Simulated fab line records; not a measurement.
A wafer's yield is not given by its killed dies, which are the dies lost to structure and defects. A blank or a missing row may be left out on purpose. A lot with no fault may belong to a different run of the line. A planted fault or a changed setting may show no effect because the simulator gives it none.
fab line records    flow gf180mcu
[record] lots = 7  wafers = 21  last_day = 34
route steps=602 shown V5@549
lots untouched by any fault: they come from a run of this same line in which no faults occurred
start_h: the number of hours between the record's first day and the start of the first shown wafer of the lot    wait_h: time in hours since the lot's previous step    " same as the row above    L1.1+2: a row that stands for several wafers    - no value, or no start was given    * or withheld: withheld    < > ~ a bound
route shown NAME@n: NAME is a module with steps in the file, n the number in the route of the first one    usual: average and standard deviation across the fault-free wafers    same: alike in all rows    chamber/n: place in a boat    sites: each site's reading    _std_site: their standard deviation    _edge_site: inner sites' mean taken away from outer sites' mean    radius_mm: for every site, how far away it sits from the centre of the wafer    mask NAME#n: copy n    behind: the tool/chamber that last shaped the wafer    hold: what put the lot on hold/how long, in hours/how the hold closed    device: the n, p or np transistor that did not switch    end of line: the route-end tests of the same wafers    for a step that has no rows: nothing shown but its recipe    killed: at the first sort, the dies lost to defects and structure; wafer yield is something else    map: the dies of a wafer, with x for killed, . for not killed, _ for no die there
set.NAME: the run value of the setting; set.NAME@STEP: its run value at that earlier step    model.NAME: the simulator's own value behind a step, which no gauge read
certain route steps with their lots: each step a table, each wafer a row
services: from which hour (start_h, from the record's first day; less than 0 if before it) a tool's chamber was out of use, for how many hours, and why
[[steps]]
[step GF_V5_COAT_09]
[recipe] resist = KrF  spin_rpm = withheld  resist_thk_nm = 1000
[step GF_V5_SOFTBAKE_10]
[recipe] temp_c = 130  time_s = 60  resist = KrF
[step GF_V5_EXPOSE_11]
[recipe] mask_id = Via5  target_cd_nm = 260  na = 0.68  source_shape = conventional  sigma_outer = 0.6  dose_mj = 38
[step GF_V5_PEB_12]
[recipe] peb_temp_c = 135  peb_time_s = 90  resist = KrF
[step GF_V5_DEVELOP_13]
[recipe] develop_time_s = 60  resist = KrF  dev_temp_c = 21
[step GF_V5_CD_MEAS_14]
[recipe] target_cd_nm = 260
[usual] cd_nm = 260.1/1.5
lot.wafer  tool       chamber  start_h  wait_h  cd_nm
L737.2     cd_sem-02  -        629.63   0.1     260.9
L737.4     "          -        "        "       261.1
L737.6     "          -        "        "       260.5
L740.1     cd_sem-01  -        652.55   0.1     261.7
L740.4     "          -        "        "       261.0
L740.5     "          -        "        "       260.8
L745.1     cd_sem-02  -        688.51   0.1     260.7
L745.3     "          -        "        "       260.5
L745.6     "          -        "        "       261.1
L744.2     cd_sem-02  -        690.48   0.1     260.6
L744.3     "          -        "        "       260.0
L744.4     "          -        "        "       260.5
L747.1     cd_sem-02  -        705.80   0.1     259.8
L747.4     "          -        "        "       259.9
L747.6     "          -        "        "       259.6
L757.2     cd_sem-01  -        766.82   0.1     259.7
L757.3     "          -        "        "       258.8
L757.6     "          -        "        "       257.7
L758.1     cd_sem-01  -        769.05   0.1     263.1
L758.2     "          -        "        "       264.1
L758.4     "          -        "        "       264.9
[step GF_V5_OVL_MEAS_15]
[usual] V5_OVL = -1/4.5
lot.wafer  tool        chamber  start_h  wait_h  V5_OVL[nm]
L737.2     overlay-01  -        629.73   0.1     1
L737.4     "           -        "        "       1
L737.6     "           -        "        "       -2
L740.1     overlay-02  -        652.67   0.1     4
L740.4     "           -        "        "       3
L740.5     "           -        "        "       -1
L745.1     overlay-01  -        688.63   0.1     0
L745.3     "           -        "        "       -1
L745.6     "           -        "        "       -2
L744.2     overlay-02  -        690.58   0.1     1
L744.3     "           -        "        "       -11
L744.4     "           -        "        "       -2
L747.1     overlay-01  -        705.92   0.1     -4
L747.4     "           -        "        "       -1
L747.6     "           -        "        "       -1
L757.2     overlay-02  -        766.93   0.1     5
L757.3     "           -        "        "       -5
L757.6     "           -        "        "       -2
L758.1     overlay-02  -        769.17   0.1     7
L758.2     "           -        "        "       2
L758.4     "           -        "        "       3
[step GF_V5_ETCH_16]
[recipe] chemistry = N2/H2  target_depth_a = withheld  overetch_a = withheld  time_s = withheld  target = BARC  ion_energy_ev = 200  source_w = 500  bias_w = 100  pressure_mtorr = 30  n2_flow_sccm = 100  h2_flow_sccm = 200
[usual] drypump_motor_current_A = 5.8/0.33  h2_flow_sccm = 200.0/0.56  oes_product_au = 0.856/0.0046  throttle_valve_pct = 13.226/0.0089
lot.wafer  tool         chamber  start_h  wait_h  drypump_motor_current_A  h2_flow_sccm  oes_product_au  throttle_valve_pct
L737.2     rie_diel-02  1        629.76   0.0     5.8                      200.1         0.855           13.214
L737.4     "            3        "        "       6.1                      199.8         0.861           13.224
L737.6     "            3        "        "       6.1                      200.0         0.857           13.232
L740.1     rie_diel-02  2        652.71   0.0     6.0                      200.3         0.853           13.236
L740.4     "            0        "        "       5.6                      199.7         0.858           13.224
L740.5     "            0        "        "       5.6                      199.3         0.863           13.220
L745.1     rie_diel-02  3        688.66   0.0     6.1                      199.9         0.855           13.230
L745.3     "            2        "        "       5.9                      200.2         0.855           13.218
L745.6     "            2        "        "       6.0                      200.2         0.859           13.227
L744.2     rie_diel-03  3        690.61   0.0     6.2                      200.3         0.849           13.227
L744.3     "            1        "        "       5.4                      200.3         0.862           13.222
L744.4     "            0        "        "       5.6                      199.9         0.855           13.231
L747.1     rie_diel-03  2        705.96   0.0     5.1                      199.8         0.860           13.224
L747.4     "            1        "        "       5.4                      200.3         0.854           13.240
L747.6     "            0        "        "       5.6                      200.2         0.852           13.226
L757.2     rie_diel-02  1        766.96   0.0     5.8                      200.2         0.857           13.236
L757.3     "            3        "        "       6.1                      199.6         0.858           13.230
L757.6     "            2        "        "       6.0                      200.2         0.868           13.221
L758.1     rie_diel-03  2        769.21   0.0     5.1                      200.1         0.854           13.217
L758.2     "            1        "        "       5.3                      200.0         0.855           13.213
L758.4     "            0        "        "       5.6                      200.7         0.855           13.243
[step GF_V5_ETCH_17]
[recipe] chemistry = C4F8/O2/Ar  mask_material = KrF  target = SiO2  stop_on = TiN  source_w = 1500  bias_w = 1200  pressure_mtorr = 40  c4f8_flow_sccm = withheld  O2_flow_sccm = 6  Ar_flow_sccm = 300  time_s = withheld  target_depth_a = 8550
[usual] oes_product_au = 0.859/0.0049
lot.wafer  tool         chamber  start_h  wait_h  oes_product_au
L737.2     rie_diel-02  1        -        -       0.871
L737.4     "            3        "        "       0.863
L737.6     "            3        "        "       0.852
L740.1     rie_diel-02  2        -        -       0.857
L740.4     "            0        "        "       0.860
L740.5     "            0        "        "       0.860
L745.1     rie_diel-02  3        -        -       0.864
L745.3     "            2        "        "       0.861
L745.6     "            2        "        "       0.869
L744.2     rie_diel-03  3        -        -       0.875
L744.3     "            1        "        "       0.862
L744.4     "            0        "        "       0.862
L747.1     rie_diel-03  2        -        -       0.859
L747.4     "            1        "        "       0.851
L747.6     "            0        "        "       0.862
L757.2     rie_diel-02  1        -        -       0.853
L757.3     "            3        "        "       0.855
L757.6     "            2        "        "       0.852
L758.1     rie_diel-03  2        -        -       0.863
L758.2     "            1        "        "       0.860
L758.4     "            0        "        "       0.853
[step GF_V5_STRIP_18]
[recipe] chemistry = O2/N2  power_w = 1400  pressure_mtorr = 1500  platen_temp_c = 250  o2_flow_sccm = 3000  n2_flow_sccm = 300  overash_fraction = 0.5
[usual] drypump_motor_current_A = 5.8/0.46  heater_power_w = 315/47  oes_product_au = 0.568/0.0046  platen_temp_c = 249.98/0.18
lot.wafer  tool             chamber  start_h  wait_h  drypump_motor_current_A  heater_power_w  oes_product_au  platen_temp_c  rf_hours_counter_h
L737.2     plasma_asher-04  0        629.91   -       5.5                      321             0.570           250.13         19
L737.4     "                0        "        "       5.4                      325             0.573           250.10         -
L737.6     "                0        "        "       5.4                      319             0.571           250.24         -
L740.1     plasma_asher-04  0        652.94   -       5.5                      320             0.565           250.02         21
L740.4     "                0        "        "       5.5                      333             0.567           249.86         -
L740.5     "                1        "        "       5.3                      272             0.563           250.00         -
L745.1     plasma_asher-01  1        688.81   -       6.6                      315             0.563           249.76         61
L745.3     "                0        "        "       5.7                      306             0.565           249.97         -
L745.6     "                0        "        "       5.8                      311             0.567           249.73         -
L744.2     plasma_asher-01  1        690.76   -       6.6                      312             0.570           250.11         61
L744.3     "                0        "        "       5.8                      300             0.561           249.97         -
L744.4     "                1        "        "       6.5                      306             0.564           249.87         -
L747.1     plasma_asher-03  1        706.11   -       5.4                      259             0.569           250.00         110
L747.4     "                1        "        "       5.4                      259             0.571           250.01         -
L747.6     "                1        "        "       5.4                      260             0.565           249.99         -
L757.2     plasma_asher-03  0        767.11   -       6.0                      390             0.568           249.91         3
L757.3     "                0        "        "       6.0                      392             0.569           250.13         -
L757.6     "                0        "        "       6.0                      381             0.570           250.13         -
L758.1     plasma_asher-03  1        769.36   -       5.4                      263             0.564           249.93         3
L758.2     "                0        "        "       6.0                      393             0.568           250.44         3
L758.4     "                0        "        "       6.0                      396             0.564           250.21         -
[step GF_V5_STRIP_19]
[recipe] chemistry = post_etch_residue_remover  time_s = 1200  temp_c = 72.5
[step GF_V5_CLEAN_20]
[recipe] chemistry = DIW  dry = n2_spin
[step GF_V5_SPUTTER_21]
[recipe] material = Ti  target_thk_nm = 15  chamber_pressure_pa = 5  power_w = 2500  substrate_temp_c = 200  time_s = 80.02
[usual] cathode_dc_power_W = 2500.0/0.47  throttle_valve_pct = 29.7/0.99
lot.wafer  tool            chamber  start_h  wait_h  cathode_dc_power_W  throttle_valve_pct  model.Ti_of_V5_SPUTTER_21.thk_nm
L737.2     pvd_sputter-03  -        630.46   0.0     2499.7              29.1                14.98
L737.4     "               -        "        "       2499.6              28.7                14.96
L737.6     "               -        "        "       2500.1              31.2                14.92
L740.1     pvd_sputter-02  -        653.50   0.0     2499.6              29.2                14.89
L740.4     "               -        "        "       2501.3              28.8                15.17
L740.5     "               -        "        "       2500.3              29.5                14.93
L745.1     pvd_sputter-02  -        689.39   0.0     2500.2              29.5                19.56
L745.3     "               -        "        "       2500.5              29.6                19.74
L745.6     "               -        "        "       2501.2              29.6                19.63
L744.2     pvd_sputter-02  -        691.34   0.0     2500.2              29.5                19.46
L744.3     "               -        "        "       2499.5              28.6                19.47
L744.4     "               -        "        "       2499.7              29.3                19.47
L747.1     pvd_sputter-02  -        706.71   0.0     2500.3              28.6                19.38
L747.4     "               -        "        "       2500.2              29.5                19.41
L747.6     "               -        "        "       2499.0              28.5                19.54
L757.2     pvd_sputter-03  -        767.65   0.0     2500.9              28.6                15.05
L757.3     "               -        "        "       2499.6              31.3                15.24
L757.6     "               -        "        "       2500.6              29.8                15.16
L758.1     pvd_sputter-04  -        769.90   0.0     2500.3              30.3                15.29
L758.2     "               -        "        "       2500.3              29.5                15.32
L758.4     "               -        "        "       2500.7              32.3                15.25
[step GF_V5_SPUTTER_22]
[recipe] material = TiN  target_thk_nm = 10  chamber_pressure_pa = 5  power_w = 4000  time_s = 40
[usual] cathode_dc_power_W = 3999.9/0.76  throttle_valve_pct = 29.8/0.98
lot.wafer  tool            chamber  start_h  wait_h  cathode_dc_power_W  throttle_valve_pct
L737.2     pvd_sputter-03  -        630.52   0.0     3999.8              28.9
L737.4     "               -        "        "       4000.3              29.2
L737.6     "               -        "        "       3999.7              31.0
L740.1     pvd_sputter-02  -        653.56   0.0     3998.5              29.3
L740.4     "               -        "        "       4000.6              28.8
L740.5     "               -        "        "       4000.1              29.9
L745.1     pvd_sputter-02  -        689.45   0.0     4000.6              29.5
L745.3     "               -        "        "       3999.0              29.7
L745.6     "               -        "        "       4000.2              29.4
L744.2     pvd_sputter-02  -        691.40   0.0     3999.3              29.5
L744.3     "               -        "        "       3999.5              28.9
L744.4     "               -        "        "       4000.0              29.3
L747.1     pvd_sputter-02  -        706.77   0.0     3999.5              28.9
L747.4     "               -        "        "       4001.5              29.7
L747.6     "               -        "        "       3999.5              28.5
L757.2     pvd_sputter-03  -        767.71   0.0     4000.9              28.6
L757.3     "               -        "        "       3998.1              31.2
L757.6     "               -        "        "       4000.3              29.6
L758.1     pvd_sputter-04  -        769.96   0.0     3998.8              30.5
L758.2     "               -        "        "       3999.3              29.6
L758.4     "               -        "        "       3999.5              32.2
[[services]]
tool             chamber  start_h  hours  kind
pvd_sputter-02   -        608.92   2.6    repair
rie_diel-03      2        615.31   7.4    repair
pvd_sputter-03   2        619.08   -      consumable_replace:kit
pvd_sputter-03   2        619.08   18.0   scheduled_down
pvd_sputter-03   2        619.08   18.0   vent_cycle
rie_diel-03      2        622.70   -      clean
rie_diel-03      2        622.70   15.1   scheduled_down
rie_diel-03      2        622.70   15.1   vent_cycle
rie_diel-02      3        647.81   37.2   repair
rie_diel-02      1        650.34   7.0    repair
pvd_sputter-04   3        654.63   -      consumable_replace:kit
plasma_asher-01  -        671.85   1.4    repair
pvd_sputter-03   -        678.30   2.3    repair
rie_diel-03      2        678.70   3.1    repair
pvd_sputter-04   2        720.22   -      consumable_replace:kit
pvd_sputter-04   2        720.22   18.0   scheduled_down
pvd_sputter-02   0        732.44   -      consumable_replace:kit
pvd_sputter-02   0        732.44   18.0   scheduled_down
pvd_sputter-02   0        732.44   18.0   vent_cycle
plasma_asher-03  -        733.75   9.0    pm
plasma_asher-03  0        733.75   9.0    vent_cycle
plasma_asher-03  1        733.75   9.0    vent_cycle
plasma_asher-03  0        742.75   -      clean
plasma_asher-03  1        742.75   -      clean
[[key]]
first_sign none at tools or gauges
[model_effect] step = GF_V5_SPUTTER_21  value = Ti_of_V5_SPUTTER_21.thk_nm  without = 15.01  struck = 19.52
met_at GF_V5_SPUTTER_21
struck_wafers L744.2,L744.3,L744.4,L745.1,L745.3,L745.6,L747.1,L747.4,L747.6
onset_between 653.50 689.39
[fault] kind = process_parameter_drift  tool = pvd_sputter-02  chamber = -  onset_h = 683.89  steps = GF_V5_SPUTTER_21  channel = target_thk_nm  offset = 4.5103  shape = step  end_h = 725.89  acts_in = these_recipes_only  stated = 15
